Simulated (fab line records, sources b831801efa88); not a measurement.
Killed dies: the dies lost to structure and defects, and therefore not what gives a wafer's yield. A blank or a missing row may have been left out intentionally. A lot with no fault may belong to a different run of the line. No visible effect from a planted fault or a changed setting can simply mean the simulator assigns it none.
Split-lot trial    flow gf180mcu    5 lots, 23 wafers read, on a route of 602 steps

ON THE SPLIT
At GF_HV_LDD_DEVELOP_06 (develop time 60 s), the setting develop_time_s was moved away from the recipe's 60 s on 8 of the 23 wafers read, by -7.1% to +14.2%. For the rest of the wafers, this setting stayed at what the recipe calls for.

No step appears in the file between the split and the reading.

THE READING
At GF_HV_LDD_CD_MEAS_07: cd_nm in nanometres, against a target cd of 400 nm. Typical for fault-free wafers on this fab line: 399.3 nm, with standard deviation 2.6 nm.

wafer   tool, chamber at the split  develop_time_s as run, s  against the recipe  cd_nm, nm  against lot-mates on the recipe
L076.1  litho_track-01, 0           60                        recipe              399.5      -
L076.4  litho_track-01, 0           60                        recipe              397.6      -
L076.5  litho_track-01, 0           60                        recipe              397.4      -
L077.1  litho_track-03, 0           60                        recipe              400.3      -
L077.2  litho_track-03, 0           60                        recipe              398.5      -
L077.3  litho_track-03, 0           68.54                     +14.2%              411.5      +12.3
L077.5  litho_track-03, 0           68.54                     +14.2%              413.0      +13.8
L077.6  litho_track-03, 0           60                        recipe              398.7      -
L081.1  litho_track-01, 0           56.55                     -5.8%               394.1      -1.4
L081.2  litho_track-01, 0           56.55                     -5.8%               391.4      -4.1
L081.4  litho_track-01, 0           60                        recipe              394.7      -
L081.5  litho_track-01, 0           60                        recipe              396.3      -
L081.6  litho_track-01, 0           56.55                     -5.8%               390.7      -4.8
L082.1  litho_track-04, 0           60                        recipe              400.0      -
L082.2  litho_track-04, 0           60                        recipe              401.0      -
L082.3  litho_track-04, 0           60                        recipe              400.5      -
L082.4  litho_track-04, 0           60                        recipe              399.5      -
L082.5  litho_track-04, 0           60                        recipe              400.6      -
L083.1  litho_track-01, 0           60                        recipe              397.3      -
L083.2  litho_track-01, 0           55.76                     -7.1%               391.5      -7.5
L083.3  litho_track-01, 0           60                        recipe              400.7      -
L083.4  litho_track-01, 0           55.76                     -7.1%               392.5      -6.5
L083.6  litho_track-01, 0           55.76                     -7.1%               391.5      -7.5

THE FIT
A straight line over all 23 wafers: cd_nm changes by +0.986 nm for each +1% of develop_time_s; r = +0.96; the points scatter about the line by 1.7 nm.
The same after taking each lot's own level away (the mean of its wafers on the recipe; 23 wafers): +0.894 nm for each +1%; r = +0.97; scatter 1.2 nm.
The reading moves by 13 nm for the largest change in develop_time_s, on that fit.
From 395.50 to 400.32 nm: that is the span of the lots' own levels, equal to 1.9 times the standard deviation above.
Thus the slope moves with the lot-to-lot level: the two fits are different.
Check: +13.2 nm against its lot-mates is what the line predicts for one of the wafers moved furthest among these (+14.2%) when that wafer is left out of the fit. It came out at +12.3 nm against them.

OTHER SPLITS ON THESE WAFERS
Note: prior to the reading, these wafers also went through further splits. Each is held against what the fit with the lots' levels taken away leaves over:
other split on the same wafers     wafers away from the commonest value  r with cd_nm (lot level and that fit taken away)
GF_VT_IMPLANT_IMPLANT_41 dose_cm2  9                                     -0.20
GF_POLY_GATE_CVD_00 time_s         15                                    -0.02

FILE'S OWN FIT
cd_nm changes by +0.898 nm for each +1% of develop_time_s, r = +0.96.
